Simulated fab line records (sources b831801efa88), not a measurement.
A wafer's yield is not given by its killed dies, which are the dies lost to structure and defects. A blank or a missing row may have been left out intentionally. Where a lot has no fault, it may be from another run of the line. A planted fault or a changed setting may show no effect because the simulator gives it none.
Comparing a struck lot with a sound one ; flow sky130 ; 43 steps out of a route of 708
Sound: these wafers, L888.1, L888.3, L888.5. Struck: wafers L899.3, L899.4, L899.5. The cause is named last.
At each step with rows: each side's tool, then ch and its chambers, then its first start. Under that, the readings that differ: sound wafers ; struck wafers ; difference of the means ; sigmas: that difference in standard deviations of wafers without a fault.
alike: readings with means less than 2 such deviations apart, plus words and numbers identical on both sides. not compared: withheld readings, readings lacking a value on some wafer, bounds such as >300 that could conceal the same value, and numbers that have no deviation in the record and whose values overlap.
A row with sigmas, a row that says differs or no value, or rows on one side alone: a step with any of these is where the two part. Non-overlapping numbers with no deviation appear without sigmas and do not part them. A reading missing from all wafers of one side parts the sides only when that side holds two or more wafers.

SKY_POLY_GATE_CD_MEAS_22:
  sound on cd_sem-02 at day 21 01:10; struck on cd_sem-02 at day 25 03:47
  alike: cd_nm
then, 7 steps without rows for these wafers: SKY_LDD_N_DEHYDRATE_00 (time 60 s); SKY_LDD_N_HMDS_01 (prime time 60 s); SKY_LDD_N_COAT_02 (resist thk 300 nm); SKY_LDD_N_SOFTBAKE_03 (time 60 s); SKY_LDD_N_EXPOSE_04 (exposes mask NTM, target cd 840 nm); SKY_LDD_N_PEB_05; SKY_LDD_N_DEVELOP_06 (develop time 60 s).
SKY_LDD_N_OVL_MEAS_07:
  sound on overlay-01 at day 22 07:18; struck on overlay-02 at day 26 09:07
  alike: LDD_N_OVL
then, 3 steps without rows for these wafers: SKY_LDD_N_IMPLANT_08; SKY_LDD_N_IMPLANT_09; SKY_LDD_N_IMPLANT_10.
SKY_LDD_N_IMPLANT_11:
  sound on implanter-02 ch 0, day 22 07:47; struck on implanter-04 ch 0, day 26 09:38
then, 4 steps without rows for these wafers: SKY_LDD_N_IMPLANT_12; SKY_LDD_N_IMPLANT_13; SKY_LDD_N_IMPLANT_14; SKY_LDD_N_IMPLANT_15.
SKY_LDD_N_STRIP_16: strips in O2/N2.
  sound on plasma_asher-04 ch 0, day 22 08:32; struck on plasma_asher-01 ch 0,1, day 26 10:23
  alike: drypump_motor_current_A, oes_product_au, strip_time_to_endpoint_s
  not compared: rf_hours_counter_h
SKY_LDD_N_TW_MEAS_17:
  sound on film_metro-03 at day 22 08:38; struck on film_metro-03 at day 26 10:28
  alike: LDD_N_TW
then, 7 steps without rows for these wafers: SKY_LDD_P_DEHYDRATE_00 (time 60 s); SKY_LDD_P_HMDS_01 (prime time 60 s); SKY_LDD_P_COAT_02 (resist thk 1140 nm); SKY_LDD_P_SOFTBAKE_03 (time 60 s); SKY_LDD_P_EXPOSE_04 (exposes mask PSDM, target cd 380 nm); SKY_LDD_P_PEB_05; SKY_LDD_P_DEVELOP_06 (develop time 60 s).
SKY_LDD_P_CD_MEAS_07: target cd 380 nm.
  sound on cd_sem-02 at day 23 13:59; struck on cd_sem-02 at day 27 15:17
  alike: cd_nm
SKY_LDD_P_OVL_MEAS_08:
  sound on overlay-02 at day 23 14:07; struck on overlay-02 at day 27 15:22
  alike: LDD_P_OVL
following that, these wafers have no rows for 1 step: SKY_LDD_P_IMPLANT_09.
SKY_LDD_P_STRIP_10: strips in O2/N2.
  sound on plasma_asher-03 ch 0,1, day 23 14:18; struck on plasma_asher-02 ch 0,1, day 27 15:35
  alike: drypump_motor_current_A, oes_product_au, strip_time_to_endpoint_s
  not compared: rf_hours_counter_h
SKY_LDD_P_TW_MEAS_11:
  sound on film_metro-03 at day 23 14:24; struck on film_metro-04 at day 27 15:40
  alike: LDD_P_TW
then, 7 steps without rows for these wafers: SKY_LDD_HVN_DEHYDRATE_00 (time 60 s); SKY_LDD_HVN_HMDS_01 (prime time 60 s); SKY_LDD_HVN_COAT_02 (resist thk 300 nm); SKY_LDD_HVN_SOFTBAKE_03 (time 60 s); SKY_LDD_HVN_EXPOSE_04 (exposes mask HVNTM, target cd 700 nm); SKY_LDD_HVN_PEB_05; SKY_LDD_HVN_DEVELOP_06 (develop time 60 s).
SKY_LDD_HVN_OVL_MEAS_07:
  sound on overlay-01 at day 24 20:01; struck on overlay-02 at day 28 19:50
  alike: LDD_HVN_OVL
following that, these wafers have no rows for 1 step: SKY_LDD_HVN_IMPLANT_08.
SKY_LDD_HVN_STRIP_09: strips in O2/N2.
  sound on plasma_asher-01 ch 0,1, day 24 20:11; struck on plasma_asher-04 ch 0,1, day 28 20:02
  alike: drypump_motor_current_A, oes_product_au, strip_time_to_endpoint_s
  not compared: rf_hours_counter_h
SKY_LDD_HVN_TW_MEAS_10:
  sound on film_metro-02 at day 24 20:17; struck on film_metro-02 at day 28 20:07
  alike: LDD_HVN_TW
-- record jumps: 22 days separate the struck wafers' starts on either side; left off in module LDD_HVN, taken up again in module PAD_OPEN, whose first shown step is the route's number 708 --
SKY_PAD_OPEN_PROBE_99:
  sound on prober-02 at day 49 08:19; struck on prober-02 at day 51 07:37
reading;sound;struck;difference;sigmas
killed_at_M0_to_M3;60 39 69;31 44 46;-16;-2
model.etest.tip_n.rs_ohm_sq;445.3 441.5 438.9;463.2 460.5 459.5;+19.2;
model.etest.tip_n.rs_ohm_sq_range;9.234 10.57 10.86;27.29 37.44 24.34;+19.47;
  alike: killed_at_M4_up, killed_at_contacts, killed_at_front_end, killed_at_other, killed_dies, killed_open, killed_short
  not compared: model.etest.tip_n.rs_ohm_sq_rim_less_centre

## WHERE THEY PART
Only at SKY_PAD_OPEN_PROBE_99, as far as this record shows.

WHY: the cause the simulator had injected
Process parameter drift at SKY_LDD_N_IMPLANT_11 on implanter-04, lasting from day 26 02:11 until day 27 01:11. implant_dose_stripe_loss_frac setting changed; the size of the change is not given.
